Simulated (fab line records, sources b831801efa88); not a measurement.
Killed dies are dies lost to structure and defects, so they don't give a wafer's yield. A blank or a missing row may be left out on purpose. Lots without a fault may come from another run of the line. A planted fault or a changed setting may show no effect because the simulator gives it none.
Chamber matching | flow gf180mcu | GF_V1_CMP_04 on cmp-01: 4 sister chambers
The step polishes SiO2. 4 wafers are shown with their chamber, then 7 later ones without.

WAFERS WITH THEIR CHAMBER
wafer  | chamber | motor_current_A (A)
L727.4 | 0       | 12.2
L733.2 | 2       | 11.3
L741.1 | 3       | 11.3
L741.2 | 1       | 12.2

WAFERS WITHOUT THEIR CHAMBER
wafer  | motor_current_A (A)
L741.6 | 11.7
L743.3 | 11.5
L743.5 | 11.5
L743.6 | 11.3
L744.1 | 12.3
L744.4 | 10.8
L744.5 | 12.1

WHICH CHAMBER EACH WENT THROUGH
wafer  | from the rows above               | in truth
L741.6 | can't be placed: 2 or 3 or 0 or 1 | 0
L743.3 | can't be placed: 2 or 3 or 0 or 1 | 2
L743.5 | can't be placed: 2 or 3 or 0 or 1 | 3
L743.6 | can't be placed: 2 or 3           | 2
L744.1 | can't be placed: 0 or 1           | 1
L744.4 | can't be placed: 2 or 3           | 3
L744.5 | can't be placed: 0 or 1           | 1
Placed correctly: 0 of 7. Can't be placed from these rows: 7 (the true chamber is among the candidates in 7). Placed wrongly: 0.
How it was worked out, from the rows above alone: a wafer's distance from a chamber is the root of the sum, over the readings, of the square of ((its reading less the chamber's mean) divided by the reading's scatter). The wafer belongs to the nearest chamber; if the next one is less than 2 further off, it can't be placed. A chamber's mean is the mean of its shown wafers. The scatter: with one shown wafer a chamber, the root of the mean of the squares of how far each hidden wafer lies from its nearest shown one.
